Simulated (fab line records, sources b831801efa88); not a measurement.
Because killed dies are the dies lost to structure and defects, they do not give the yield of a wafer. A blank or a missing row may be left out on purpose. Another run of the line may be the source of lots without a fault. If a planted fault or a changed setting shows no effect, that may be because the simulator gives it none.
fab line records | flow sky130
record: lots: 11 | wafers: 31 | last-day: 50
route steps=708 shown METAL4@598 METAL5@663 PAD_OPEN@708
lots untouched by any fault: they come from a run of this same line in which no faults occurred
start-h: hours from the record's opening day to when the first of the lot's shown wafers began | wait-h: hours since the lot's step before | " repeats the value in the row above | L1.1+2: one row covering several wafers at once | - no value, or no start given | * or withheld: withheld | < > ~ a bound
route shown NAME@n: a module of which the file shows steps, and the number in the route of the first | usual: mean/standard deviation of fault-free wafers | same: alike in all rows | chamber/n: place in a boat | sites: the reading at each site | _std_site: standard deviation across them | _edge_site: the outer-site mean with the inner-site mean subtracted | radius-mm: how far each site lies from the wafer's centre | mask NAME#n: copy n | behind: tool/chamber where the wafer was last shaped | hold: why the lot was held/for how many hours/how that ended | device: the n, p or np transistor that did not switch | end of line: the route-end tests of the same wafers | for a step that has no rows: nothing shown but its recipe | killed: the dies lost at the first sort to structure and to defects; this is not the yield of the wafer | map: per-die view of a wafer (x killed, . not killed, _ where there is no die)
set.NAME: the setting the step ran with; set.NAME@STEP: the setting that earlier step ran with | model.NAME: the simulator's own value behind a step, which no gauge read
the route's steps for a sample of lots (tables are steps, rows are wafers)
services: a tool's chamber out of use, with start hour (start-h, from the record's first day; less than 0 if before it), hours out, and reason
== steps ==
step: SKY_METAL4_SPUTTER_00
recipe: material: Ti | target-thk-nm: 15 | power-w: 3000 | time-s: 10 | chamber-pressure-pa: 0.4
usual: cathode-dc-power-W: 3000.0/0.55 | throttle-valve-pct: 30.0/0.65
lot.wafer | tool           | chamber | start-h | wait-h | cathode-dc-power-W | throttle-valve-pct
L757.1    | pvd-sputter-02 | -       | 932.85  | 0.2    | 3000.0             | 29.4
L757.3    | "              | -       | "       | "      | 3000.7             | 30.2
L757.6    | "              | -       | "       | "      | 3000.6             | 30.4
L758.3    | pvd-sputter-03 | -       | 939.86  | 0.1    | 3000.5             | 29.6
L758.4    | "              | -       | "       | "      | 3000.8             | 29.7
L758.5    | "              | -       | "       | "      | 2999.9             | 30.6
L762.2    | pvd-sputter-04 | -       | 971.25  | 0.2    | 2999.0             | 29.7
L762.3    | "              | -       | "       | "      | 3000.1             | 29.6
L762.5    | "              | -       | "       | "      | 2999.9             | 29.0
L764.2    | pvd-sputter-03 | -       | 980.20  | 0.2    | 3000.7             | 30.7
L764.3    | "              | -       | "       | "      | 3000.4             | 29.6
L764.5    | "              | -       | "       | "      | 3000.4             | 29.7
L765.2    | pvd-sputter-02 | -       | 992.91  | 0.1    | 2999.2             | 28.9
L765.3    | "              | -       | "       | "      | 2999.7             | 30.4
L765.6    | "              | -       | "       | "      | 2999.9             | 30.4
L766.2    | pvd-sputter-02 | -       | 1001.17 | 0.2    | 2998.7             | 30.0
L766.3    | "              | -       | "       | "      | 3000.9             | 30.2
L766.5    | "              | -       | "       | "      | 3001.1             | 30.2
L767.2    | pvd-sputter-04 | -       | 1008.72 | 0.2    | 2999.7             | 29.4
L767.3    | "              | -       | "       | "      | 3000.9             | 29.1
L767.5    | "              | -       | "       | "      | 3000.5             | 29.3
L769.1    | pvd-sputter-04 | -       | 1013.95 | 0.1    | 3000.4             | 31.0
L769.2    | "              | -       | "       | "      | 2999.4             | 28.9
L769.5    | "              | -       | "       | "      | 3000.0             | 31.0
L770.1    | pvd-sputter-03 | -       | 1029.23 | 0.2    | 3000.3             | 29.6
L770.3    | "              | -       | "       | "      | 3000.1             | 29.8
L771.1    | pvd-sputter-04 | -       | 1034.93 | 0.1    | 2999.7             | 29.4
L771.3    | "              | -       | "       | "      | 3000.0             | 31.2
L777.1    | pvd-sputter-02 | -       | 1071.17 | 0.2    | 2999.0             | 30.7
L777.4    | "              | -       | "       | "      | 2999.8             | 29.3
L777.5    | "              | -       | "       | "      | 3000.2             | 29.2
step: SKY_METAL4_CD_MEAS_13
recipe: target-cd-nm: 300
usual: cd-nm: 300.2/1.3
lot.wafer | tool      | chamber | start-h | wait-h | cd-nm
L757.1    | cd-sem-02 | -       | 982.48  | -      | 302.7
L757.3    | "         | -       | "       | "      | 303.0
L757.6    | "         | -       | "       | "      | 302.1
L758.3    | cd-sem-02 | -       | 988.85  | -      | 298.0
L758.4    | "         | -       | "       | "      | 299.3
L758.5    | "         | -       | "       | "      | 298.6
L762.2    | cd-sem-02 | -       | 1018.38 | -      | 300.3
L762.3    | "         | -       | "       | "      | 298.9
L762.5    | "         | -       | "       | "      | 299.4
L764.2    | cd-sem-02 | -       | 1026.95 | -      | 298.2
L764.3    | "         | -       | "       | "      | 298.6
L764.5    | "         | -       | "       | "      | 298.4
L765.2    | cd-sem-02 | -       | 1039.01 | -      | 301.9
L765.3    | "         | -       | "       | "      | 301.1
L765.6    | "         | -       | "       | "      | 301.2
L766.2    | cd-sem-01 | -       | 1046.26 | -      | 299.6
L766.3    | "         | -       | "       | "      | 299.7
L766.5    | "         | -       | "       | "      | 300.8
L767.2    | cd-sem-01 | -       | 1054.18 | -      | 300.4
L767.3    | "         | -       | "       | "      | 300.8
L767.5    | "         | -       | "       | "      | 301.2
L769.1    | cd-sem-02 | -       | 1060.38 | -      | 302.2
L769.2    | "         | -       | "       | "      | 302.2
L769.5    | "         | -       | "       | "      | 301.6
L770.1    | cd-sem-02 | -       | 1073.54 | -      | 298.7
L770.3    | "         | -       | "       | "      | 298.1
L771.1    | cd-sem-02 | -       | 1079.48 | -      | 299.2
L771.3    | "         | -       | "       | "      | 299.1
L777.1    | cd-sem-01 | -       | 1112.51 | -      | 300.1
L777.4    | "         | -       | "       | "      | 299.1
L777.5    | "         | -       | "       | "      | 299.6
step: SKY_METAL5_SPUTTER_02
recipe: material: AlCu | target-thk-nm: 1150 | power-w: 10600 | time-s: 61.2 | chamber-pressure-pa: 0.4
usual: cathode-dc-power-W: 10600/1.8 | throttle-valve-pct: 30.0/0.69
lot.wafer | tool           | chamber | start-h | wait-h | cathode-dc-power-W | throttle-valve-pct
L757.1    | pvd-sputter-03 | -       | 1009.35 | 0.0    | 10601              | 30.6
L757.3    | "              | -       | "       | "      | 10599              | 30.6
L757.6    | "              | -       | "       | "      | 10601              | 30.6
L758.3    | pvd-sputter-03 | -       | 1014.25 | 0.0    | 10600              | 30.5
L758.4    | "              | -       | "       | "      | 10603              | 29.6
L758.5    | "              | -       | "       | "      | 10603              | 30.5
L762.2    | pvd-sputter-04 | -       | 1043.93 | 0.0    | 10600              | 31.0
L762.3    | "              | -       | "       | "      | 10599              | 29.3
L762.5    | "              | -       | "       | "      | 10597              | 29.0
L764.2    | pvd-sputter-04 | -       | 1052.05 | 0.0    | 10599              | 30.9
L764.3    | "              | -       | "       | "      | 10598              | 29.2
L764.5    | "              | -       | "       | "      | 10603              | 29.6
L765.2    | pvd-sputter-01 | -       | 1063.76 | 0.0    | 10595              | 29.9
L765.3    | "              | -       | "       | "      | 10599              | 29.6
L765.6    | "              | -       | "       | "      | 10600              | 29.9
L766.2    | pvd-sputter-01 | -       | 1070.67 | 0.0    | 10601              | 29.7
L766.3    | "              | -       | "       | "      | 10600              | 31.1
L766.5    | "              | -       | "       | "      | 10599              | 31.1
L767.2    | pvd-sputter-04 | -       | 1078.36 | 0.0    | 10598              | 29.2
L767.3    | "              | -       | "       | "      | 10602              | 29.8
L767.5    | "              | -       | "       | "      | 10601              | 31.3
L769.1    | pvd-sputter-01 | -       | 1084.91 | 0.0    | 10599              | 30.4
L769.2    | "              | -       | "       | "      | 10599              | 29.8
L769.5    | "              | -       | "       | "      | 10602              | 29.7
L770.1    | pvd-sputter-04 | -       | 1097.01 | 0.0    | 10605              | 29.1
L770.3    | "              | -       | "       | "      | 10600              | 29.0
L771.1    | pvd-sputter-04 | -       | 1103.09 | 0.0    | 10598              | 29.6
L771.3    | "              | -       | "       | "      | 10600              | 29.7
L777.1    | pvd-sputter-04 | -       | 1133.88 | 0.0    | 10602              | 29.2
L777.4    | "              | -       | "       | "      | 10601              | 31.0
L777.5    | "              | -       | "       | "      | 10600              | 29.1
step: SKY_METAL5_RS_MEAS_05
recipe: thk-meas-gauge: four-point-probe | reads: TiN_of_METAL5_SPUTTER_04+Ti_of_METAL5_SPUTTER_03+AlCu_of_METAL5_SPUTTER_02+TiN_of_METAL5_SPUTTER_01+Ti_of_METAL5_SPUTTER_00
usual: METAL5_ALCU_RS: 0.02698/0.00022
lot.wafer | tool          | chamber | start-h | wait-h | METAL5_ALCU_RS[ohm/sq]
L757.1    | film-metro-02 | -       | 1009.47 | 0.0    | 0.02698
L757.3    | "             | -       | "       | "      | 0.02652
L757.6    | "             | -       | "       | "      | 0.02666
L758.3    | film-metro-01 | -       | 1014.41 | 0.1    | 0.02688
L758.4    | "             | -       | "       | "      | 0.02673
L758.5    | "             | -       | "       | "      | 0.02707
L762.2    | film-metro-01 | -       | 1044.06 | 0.0    | 0.02684
L762.3    | "             | -       | "       | "      | 0.02716
L762.5    | "             | -       | "       | "      | 0.02681
L764.2    | film-metro-01 | -       | 1052.19 | 0.0    | 0.02688
L764.3    | "             | -       | "       | "      | 0.02702
L764.5    | "             | -       | "       | "      | 0.02703
L765.2    | film-metro-02 | -       | 1063.90 | 0.0    | 0.02692
L765.3    | "             | -       | "       | "      | 0.02673
L765.6    | "             | -       | "       | "      | 0.0269
L766.2    | film-metro-04 | -       | 1070.81 | 0.0    | 0.02695
L766.3    | "             | -       | "       | "      | 0.02663
L766.5    | "             | -       | "       | "      | 0.02669
L767.2    | film-metro-01 | -       | 1078.49 | 0.0    | 0.02684
L767.3    | "             | -       | "       | "      | 0.0269
L767.5    | "             | -       | "       | "      | 0.02696
L769.1    | film-metro-01 | -       | 1085.02 | 0.0    | 0.02691
L769.2    | "             | -       | "       | "      | 0.02685
L769.5    | "             | -       | "       | "      | 0.02698
L770.1    | film-metro-04 | -       | 1097.13 | 0.0    | 0.02548
L770.3    | "             | -       | "       | "      | 0.02619
L771.1    | film-metro-04 | -       | 1103.21 | 0.0    | 0.02615
L771.3    | "             | -       | "       | "      | 0.02597
L777.1    | film-metro-02 | -       | 1134.00 | 0.0    | 0.02558
L777.4    | "             | -       | "       | "      | 0.02679
L777.5    | "             | -       | "       | "      | 0.02691
step: SKY_METAL5_THK_MEAS_06
recipe: thk-meas-gauge: xrf | reads: AlCu_of_METAL5_SPUTTER_02
usual: METAL5_ALCU_THK: 1171/14
lot.wafer | tool          | chamber | start-h | wait-h | METAL5_ALCU_THK[nm]
L757.1    | film-metro-02 | -       | 1009.59 | 0.1    | 1178
L757.3    | "             | -       | "       | "      | 1192
L757.6    | "             | -       | "       | "      | 1192
L758.3    | film-metro-01 | -       | 1014.51 | 0.1    | 1162
L758.4    | "             | -       | "       | "      | 1165
L758.5    | "             | -       | "       | "      | 1148
L762.2    | film-metro-01 | -       | 1044.17 | 0.1    | 1155
L762.3    | "             | -       | "       | "      | 1143
L762.5    | "             | -       | "       | "      | 1161
L764.2    | film-metro-01 | -       | 1052.30 | 0.1    | 1158
L764.3    | "             | -       | "       | "      | 1149
L764.5    | "             | -       | "       | "      | 1155
L765.2    | film-metro-02 | -       | 1064.01 | 0.1    | 1187
L765.3    | "             | -       | "       | "      | 1194
L765.6    | "             | -       | "       | "      | 1184
L766.2    | film-metro-04 | -       | 1070.92 | 0.1    | 1174
L766.3    | "             | -       | "       | "      | 1188
L766.5    | "             | -       | "       | "      | 1189
L767.2    | film-metro-01 | -       | 1078.60 | 0.1    | 1171
L767.3    | "             | -       | "       | "      | 1169
L767.5    | "             | -       | "       | "      | 1172
L769.1    | film-metro-01 | -       | 1085.14 | 0.1    | 1157
L769.2    | "             | -       | "       | "      | 1160
L769.5    | "             | -       | "       | "      | 1158
L770.1    | film-metro-04 | -       | 1097.25 | 0.1    | 1247
L770.3    | "             | -       | "       | "      | 1209
L771.1    | film-metro-04 | -       | 1103.33 | 0.1    | 1213
L771.3    | "             | -       | "       | "      | 1225
L777.1    | film-metro-02 | -       | 1134.12 | 0.1    | 1241
L777.4    | "             | -       | "       | "      | 1190
L777.5    | "             | -       | "       | "      | 1176
step: SKY_METAL5_DESCUM_14
recipe: chemistry: O2 | source-power-w: 150 | bias-power-w: 0 | pressure-mtorr: 10 | temp-c: 40 | time-s: 11
usual: drypump-motor-current-A: 5.8/0.35 | oes-product-au: 1.002/0.023
lot.wafer | tool         | chamber | start-h | wait-h | drypump-motor-current-A | oes-product-au | rf-hours-counter-h
L757.1    | rie-metal-03 | 0       | 1032.08 | 0.1    | 6.0                     | 1.030          | 20
L757.3    | "            | 1       | "       | "      | 5.3                     | 0.996          | -
L757.6    | "            | 1       | "       | "      | 5.3                     | 0.991          | -
L758.3    | rie-metal-03 | 1       | 1037.26 | 0.1    | 5.3                     | 0.989          | -
L758.4    | "            | 0       | "       | "      | 6.0                     | 1.020          | -
L758.5    | "            | 0       | "       | "      | 6.0                     | 1.037          | -
L762.2    | rie-metal-01 | 1       | 1065.63 | 0.1    | 6.0                     | 0.981          | 19
L762.3    | "            | 0       | "       | "      | 5.3                     | 0.999          | -
L762.5    | "            | 1       | "       | "      | 6.0                     | 0.976          | -
L764.2    | rie-metal-03 | 0       | 1073.84 | 0.1    | 6.0                     | 1.016          | 23
L764.3    | "            | 1       | "       | "      | 5.3                     | 0.978          | -
L764.5    | "            | 0       | "       | "      | 6.0                     | 1.017          | -
L765.2    | rie-metal-02 | 0       | 1085.25 | 0.1    | 6.3                     | 0.998          | 19
L765.3    | "            | 1       | "       | "      | 5.8                     | 1.039          | -
L765.6    | "            | 0       | "       | "      | 6.3                     | 1.006          | -
L766.2    | rie-metal-02 | 0       | 1090.49 | 0.1    | 6.3                     | 0.985          | 19
L766.3    | "            | 1       | "       | "      | 5.7                     | 1.036          | -
L766.5    | "            | 1       | "       | "      | 5.7                     | 1.029          | -
L767.2    | rie-metal-02 | 0       | 1099.29 | 0.1    | 6.2                     | 0.999          | 20
L767.3    | "            | 0       | "       | "      | 6.3                     | 1.001          | -
L767.5    | "            | 1       | "       | "      | 5.7                     | 1.041          | -
L769.1    | rie-metal-02 | 0       | 1105.05 | 0.1    | 6.3                     | 0.998          | 21
L769.2    | "            | 1       | "       | "      | 5.8                     | 1.036          | 16
L769.5    | "            | 1       | "       | "      | 5.7                     | 1.034          | -
L770.1    | rie-metal-03 | 0       | 1116.84 | 0.1    | 6.0                     | 1.030          | 25
L770.3    | "            | 1       | "       | "      | 5.3                     | 1.006          | -
L771.1    | rie-metal-01 | 1       | 1122.59 | 0.1    | 6.0                     | 0.977          | 23
L771.3    | "            | 0       | "       | "      | 5.3                     | 0.997          | -
L777.1    | rie-metal-02 | 0       | 1152.54 | 0.1    | 6.3                     | 0.995          | 25
L777.4    | "            | 0       | "       | "      | 6.3                     | 1.005          | -
L777.5    | "            | 1       | "       | "      | 5.7                     | 1.045          | -
step: SKY_PAD_OPEN_PROBE_99
usual: defect-limited-yield: 82.6/1.8 | killed_at_M0_to_M3: 44/6.9 | killed_at_M4_up: 3.2/1.8 | killed-at-contacts: 23/5.2 | killed-at-front-end: 15/4.5 | killed-at-other: 0.3/0.56 | killed-dies: 85/8.8 | killed-open: 47/6.7 | killed-short: 39/6.4 | sort_bin_3_pad_short: 0.8/0.4 | sort_bin_5_function: 10.2/1.3 | sort_bin_6_memory: 6.4/1.1 | sort-n-pass: 407/8.8 | sort-yield-pct: 82.6/1.8
same: gross-dies: 492 | killed-at-back-side: 0 | sort_bin_4_leakage[%]: 0 | sort_bin_8_speed[%]: 0
lot.wafer | tool      | chamber | start-h | wait-h | defect-limited-yield[%] | killed_at_M0_to_M3 | killed_at_M4_up | killed-at-contacts | killed-at-front-end | killed-at-other | killed-dies | killed-open | killed-short | sort_bin_3_pad_short[%] | sort_bin_5_function[%] | sort_bin_6_memory[%] | sort-n-pass | sort-yield-pct[%]
L770.3    | prober-02 | -       | 1157.14 | 0.2    | 83.7                    | 39                 | 4               | 30                 | 6                   | 1               | 80          | 51          | 29           | 0.8                     | 8.3                    | 7.1                  | 412         | 83.7
L771.1    | prober-01 | -       | 1162.12 | 0.1    | 82.9                    | 39                 | 4               | 30                 | 11                  | 0               | 84          | 44          | 40           | 0.6                     | 11.4                   | 5.1                  | 408         | 82.9
L771.3    | prober-01 | -       | 1162.22 | 0.2    | 85.2                    | 30                 | 5               | 28                 | 10                  | 0               | 73          | 45          | 28           | 0.2                     | 10.2                   | 4.5                  | 419         | 85.2
killed by level:class
L770.3 CONTACT:geometric-particle:open=14 VIA1:geometric-particle:open=9 VIA2:geometric-particle:open=9 LI_CONTACT:geometric-particle:open=8 VIA3:geometric-particle:open=6 CONTACT:geometric-particle:short=5 VIA1:geometric-particle:short=3 METAL2:geometric-particle:short=3
L771.1 CONTACT:geometric-particle:open=11 VIA1:geometric-particle:open=10 METAL2:geometric-particle:short=6 VIA3:geometric-particle:open=6 LI_CONTACT:geometric-particle:open=5 LOCAL_INTERCONNECT:geometric-particle:short=5 METAL1:geometric-particle:short=5 FIELD_ISO:geometric-particle:short=4
L771.3 CONTACT:geometric-particle:open=12 VIA1:geometric-particle:open=9 LI_CONTACT:geometric-particle:open=6 VIA3:geometric-particle:open=5 LOCAL_INTERCONNECT:geometric-particle:short=4 CONTACT:geometric-particle:short=4 VIA2:geometric-particle:open=4 FIELD_ISO:geometric-particle:short=3
== services ==
tool           | chamber | start-h | hours | kind
rie-metal-02   | -       | 978.75  | 0.7   | repair
pvd-sputter-04 | -       | 980.05  | 17.3  | repair
rie-metal-01   | 0       | 1083.61 | 14.5  | repair
pvd-sputter-01 | -       | 1086.06 | 1.0   | repair
pvd-sputter-04 | -       | 1086.86 | 5.1   | repair
rie-metal-03   | 0       | 1087.52 | 16.6  | repair
pvd-sputter-01 | -       | 1090.18 | 15.6  | repair
rie-metal-02   | 1       | 1113.41 | 20.3  | repair
pvd-sputter-04 | -       | 1118.34 | 0.7   | repair
rie-metal-01   | 1       | 1123.34 | 4.0   | repair
pvd-sputter-02 | -       | 1131.65 | 2.2   | repair
rie-metal-03   | 1       | 1137.37 | 14.2  | repair
pvd-sputter-02 | -       | 1146.60 | 2.0   | repair
== key ==
first-sign: step: SKY_METAL5_RS_MEAS_05 | reading: METAL5_ALCU_RS | direction: down | sigmas: 5 | usual: 0.02698 | struck: 0.02587
effect: step: SKY_METAL5_THK_MEAS_06 | reading: METAL5_ALCU_THK | direction: up | sigmas: 4 | usual: 1171 | struck: 1227
met-at SKY_METAL5_SPUTTER_02
struck-lots L770,L771,L777
struck-wafers L770.1,L770.3,L771.1,L771.3,L777.1
not-acting-at SKY_METAL4_SPUTTER_00,SKY_METAL4_CD_MEAS_13,SKY_METAL5_DESCUM_14
onset-between 1078.36 1097.01
fault: kind: process-parameter-drift | tool: pvd-sputter-04 | chamber: - | onset-h: 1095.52 | steps: SKY_METAL5_SPUTTER_02 | channel: target-thk-nm | offset: 52.976 | shape: step | end-h: 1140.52 | scope: struck-wafers-only | acts-in: these-recipes-only | stated: 1150
